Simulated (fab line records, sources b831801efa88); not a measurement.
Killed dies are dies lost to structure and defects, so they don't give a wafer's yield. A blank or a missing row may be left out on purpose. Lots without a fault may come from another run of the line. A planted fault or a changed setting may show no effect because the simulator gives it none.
fab line records | flow sky130 | part 2 of 2: steps 30 to 41 of 41
record lots=5 wafers=15 last_day=50
route steps=708 shown FIELD_ISO@14 NWELL@32 DNWELL@35 PWDE@45
lots that met no fault: from a run of the same line without faults
start_h: hours from the record's first day to the start of the lot's first wafer shown | wait_h: hours since the lot's step before | " the same as in the row above | L1.1+2: a row that stands for several wafers | - no value, or no start given | * or withheld: withheld | < > ~ a bound
route shown NAME@n: a module of which the file shows steps, and the number in the route of the first | usual: mean/standard deviation of fault-free wafers | same: alike in all rows | chamber/n: place in a boat | sites: the reading at each site | _std_site: their standard deviation | _edge_site: outer sites' mean less inner sites' | radius_mm: how far each site lies from the wafer's centre | mask NAME#n: copy n | behind: the tool/chamber that last shaped the wafer | hold: why the lot was held/for how many hours/how that ended | device: the transistor (n, p or np) that didn't switch | end of line: the same wafers' tests at the end of the route | a step without rows: its recipe alone | killed: dies lost to structure and defects at the first sort, not the wafer's yield | map: a wafer's dies, x killed, . not, _ none there
set.NAME: the setting as run; set.NAME@STEP: as run at that earlier step | model.NAME: the simulator's own value behind a step, which no gauge read
lots at some steps of the route; a table a step, a row a wafer
services: from which hour (start_h, from the record's first day; less than 0 if before it) a tool's chamber was out of use, for how many hours, and why
## steps
# step SKY_DNWELL_STRIP_08
# recipe chemistry=O2/N2 power_w=1400 pressure_mtorr=1500 platen_temp_c=withheld o2_flow_sccm=3000 n2_flow_sccm=300 overash_fraction=0.5
# usual drypump_motor_current_A=5.7/0.32 oes_product_au=0.722/0.0048 strip_time_to_endpoint_s=36.89/0.11
# columns lot.wafer tool chamber start_h wait_h drypump_motor_current_A oes_product_au rf_hours_counter_h strip_time_to_endpoint_s
L079.2 plasma_asher-03 1 79.12 0.1 5.9 0.721 26 36.82
L079.4 " 1 " " 5.9 0.725 - 36.84
L079.5 " 1 " " 5.9 0.720 - 36.76
L083.1 plasma_asher-04 0 118.27 0.1 5.8 0.723 45 37.07
L083.2 " 1 " " 5.8 0.722 45 37.08
L083.3 " 1 " " 5.8 0.727 - 37.11
L084.3 plasma_asher-03 0 118.74 0.1 6.2 0.724 - 36.77
L084.4 " 1 " " 5.9 0.723 - 36.88
L084.6 " 0 " " 6.2 0.722 - 36.98
L092.1 plasma_asher-01 0 148.51 0.1 5.4 0.726 3 36.87
L092.2 " 1 " " 5.3 0.722 3 36.92
L092.4 " 0 " " 5.4 0.720 - 36.94
L097.2 plasma_asher-01 0 177.81 0.1 5.4 0.722 6 36.86
L097.4 " 1 " " 5.3 0.726 - 36.87
L097.6 " 1 " " 5.3 0.717 - 36.95
# step SKY_DNWELL_TW_MEAS_09
# usual DNWELL_TW=1125/8.6
# columns lot.wafer tool chamber start_h wait_h DNWELL_TW
L079.2 film_metro-03 - 79.23 0.1 1134
L079.4 " - " " 1131
L079.5 " - " " 1137
L083.1 film_metro-02 - 118.37 0.1 1125
L083.2 " - " " 1126
L083.3 " - " " 1120
L084.3 film_metro-03 - 118.83 0.1 1140
L084.4 " - " " 1136
L084.6 " - " " 1139
L092.1 film_metro-02 - 148.61 0.1 1107
L092.2 " - " " 1112
L092.4 " - " " 1109
L097.2 film_metro-02 - 177.92 0.1 1122
L097.4 " - " " 1123
L097.6 " - " " 1117
# step SKY_PWDE_DEHYDRATE_00
# recipe temp_c=200 time_s=60
# columns lot.wafer tool chamber start_h wait_h
L079.2+4+5 litho_track-03 0 87.12 7.9
L083.1+2+3 litho_track-01 0 126.91 8.5
L084.3+4+6 litho_track-04 0 127.61 8.8
L092.1+2+4 litho_track-01 0 158.01 9.4
L097.2+4+6 litho_track-04 0 187.53 9.6
# step SKY_PWDE_HMDS_01
# recipe prime_time_s=60 prime_temp_c=120
# columns lot.wafer tool chamber start_h wait_h
L079.2+4+5 litho_track-03 0 87.27 0.1
L083.1+2+3 litho_track-01 0 127.06 0.1
L084.3+4+6 litho_track-04 0 127.76 0.1
L092.1+2+4 litho_track-01 0 158.16 0.1
L097.2+4+6 litho_track-04 0 187.68 0.1
# step SKY_PWDE_COAT_02
# recipe spin_rpm=2000 resist_thk_nm=3000
# usual spin_speed_rpm=1999.8/1.4
# columns lot.wafer tool chamber start_h wait_h spin_speed_rpm
L079.2 litho_track-03 0 87.42 0.1 2002.6
L079.4 " 0 " " 2000.2
L079.5 " 0 " " 1999.9
L083.1 litho_track-01 0 127.21 0.1 1999.6
L083.2 " 0 " " 1999.0
L083.3 " 0 " " 2000.8
L084.3 litho_track-04 0 127.91 0.1 2001.5
L084.4 " 0 " " 2001.1
L084.6 " 0 " " 2000.4
L092.1 litho_track-01 0 158.31 0.1 2000.6
L092.2 " 0 " " 2001.7
L092.4 " 0 " " 2000.5
L097.2 litho_track-04 0 187.83 0.1 1999.1
L097.4 " 0 " " 1997.4
L097.6 " 0 " " 1998.8
# step SKY_PWDE_SOFTBAKE_03
# recipe temp_c=110 time_s=withheld
# columns lot.wafer tool chamber start_h wait_h
L079.2+4+5 litho_track-03 0 87.58 0.1
L083.1+2+3 litho_track-01 0 127.36 0.1
L084.3+4+6 litho_track-04 0 128.08 0.1
L092.1+2+4 litho_track-01 0 158.46 0.1
L097.2+4+6 litho_track-04 0 187.99 0.1
# step SKY_PWDE_EXPOSE_04
# recipe mask_id=PWDEM na=0.6 source_shape=conventional sigma_outer=0.6 polarization=unpolarized target_cd_nm=840 dose_mj=214
# columns lot.wafer tool chamber start_h wait_h mask
L079.2+4+5 iline_stepper-02 0 - - PWDEM#0
L083.1+2+3 iline_stepper-01 0 - - PWDEM#0
L084.3+4+6 iline_stepper-01 0 - - PWDEM#0
L092.1+2+4 iline_stepper-02 0 - - PWDEM#0
L097.2+4+6 iline_stepper-02 0 - - PWDEM#0
# step SKY_PWDE_PEB_05
# recipe temp_c=115 time_s=withheld
# columns lot.wafer tool chamber start_h wait_h
L079.2+4+5 litho_track-01 0 - -
L083.1+2+3 litho_track-03 0 - -
L084.3+4+6 litho_track-01 0 - -
L092.1+2+4 litho_track-01 0 - -
L097.2+4+6 litho_track-01 0 - -
# step SKY_PWDE_DEVELOP_06
# recipe wall_angle_deg=90 developer=TMAH develop_time_s=60 dev_temp_c=23
# columns lot.wafer tool chamber start_h wait_h
L079.2+4+5 litho_track-01 0 - -
L083.1+2+3 litho_track-03 0 - -
L084.3+4+6 litho_track-01 0 - -
L092.1+2+4 litho_track-01 0 - -
L097.2+4+6 litho_track-01 0 - -
# step SKY_PWDE_OVL_MEAS_07
# usual PWDE_OVL=0.5/1.3
# columns lot.wafer tool chamber start_h wait_h PWDE_OVL[nm]
L079.2 overlay-02 - 95.16 - 1.4
L079.4 " - " " 1.1
L079.5 " - " " 1.8
L083.1 overlay-02 - 136.65 - -0.3
L083.2 " - " " -3.3
L083.3 " - " " -0.6
L084.3 overlay-01 - 137.27 - 1.8
L084.4 " - " " 0.6
L084.6 " - " " -0.2
L092.1 overlay-01 - 168.31 - 0.5
L092.2 " - " " -1.1
L092.4 " - " " -0.3
L097.2 overlay-02 - 196.66 - 1.3
L097.4 " - " " 1.8
L097.6 " - " " 1.2
# step SKY_PWDE_IMPLANT_08
# recipe species=B energy_kev=150 dose_cm2=3.6e+12 tilt_deg=withheld
# columns lot.wafer tool chamber start_h wait_h
L079.2+4+5 implanter-01 0 95.22 0.0
L083.1+2+3 implanter-02 0 136.69 0.0
L084.3+4+6 implanter-04 0 137.34 0.1
L092.1+2+4 implanter-04 0 168.34 0.0
L097.2+4+6 implanter-04 0 196.72 0.0
# step SKY_PWDE_STRIP_09
# recipe chemistry=O2/N2 power_w=1400 pressure_mtorr=1500 platen_temp_c=withheld o2_flow_sccm=3000 n2_flow_sccm=300 overash_fraction=0.5
# usual drypump_motor_current_A=5.5/0.43 oes_product_au=0.723/0.0046 strip_time_to_endpoint_s=36.91/0.1
# columns lot.wafer tool chamber start_h wait_h drypump_motor_current_A oes_product_au rf_hours_counter_h strip_time_to_endpoint_s
L079.2 plasma_asher-03 1 95.34 0.1 5.9 0.725 28 36.85
L079.4 " 1 " " 5.9 0.728 - 36.86
L079.5 " 1 " " 5.9 0.724 - 36.89
L083.1 plasma_asher-02 1 136.84 0.1 4.7 0.727 45 36.95
L083.2 " 0 " " 5.7 0.719 45 36.86
L083.3 " 0 " " 5.7 0.714 - 36.88
L084.3 plasma_asher-03 1 137.48 0.1 5.9 0.717 - 37.06
L084.4 " 0 " " 6.2 0.720 - 37.00
L084.6 " 0 " " 6.3 0.731 - 36.95
L092.1 plasma_asher-01 1 168.49 0.1 5.3 0.732 5 36.98
L092.2 " 0 " " 5.4 0.725 5 37.16
L092.4 " 1 " " 5.3 0.723 - 37.02
L097.2 plasma_asher-01 0 196.84 0.1 5.4 0.718 8 36.82
L097.4 " 0 " " 5.4 0.721 - 36.87
L097.6 " 1 " " 5.3 0.723 - 36.87
## services
# columns tool chamber start_h hours kind
rie_diel-04 2 38.02 30.8 repair
wet_bench-02 - 39.94 1.6 repair
rie_si-01 3 41.01 8.2 repair
furnace-02 - 48.47 3.1 pm
iline_stepper-01 - 65.59 1.7 pm
hdpcvd-02 - 66.75 15.0 pm
furnace-02 - 70.33 24.3 pm
plasma_asher-01 - 80.62 2.5 repair
hdpcvd-02 1 81.65 11.0 repair
rie_diel-01 - 81.86 0.5 repair
iline_stepper-01 - 85.68 2.6 repair
wet_bench-01 - 87.62 4.5 repair
rie_diel-01 3 94.84 1.7 repair
furnace-01 - 95.43 8.2 pm
rie_diel-01 3 104.06 5.1 repair
plasma_asher-01 - 108.75 9.0 pm
rie_diel-04 2 110.32 9.6 repair
rie_diel-01 0 119.28 1.3 repair
implanter-03 - 126.87 1.7 repair
iline_stepper-02 - 139.38 1.7 pm
rie_diel-04 1 139.46 22.5 repair
rie_diel-01 3 151.72 15.1 repair
rie_diel-01 - 156.43 14.6 pm
iline_stepper-01 - 177.83 4.3 pm
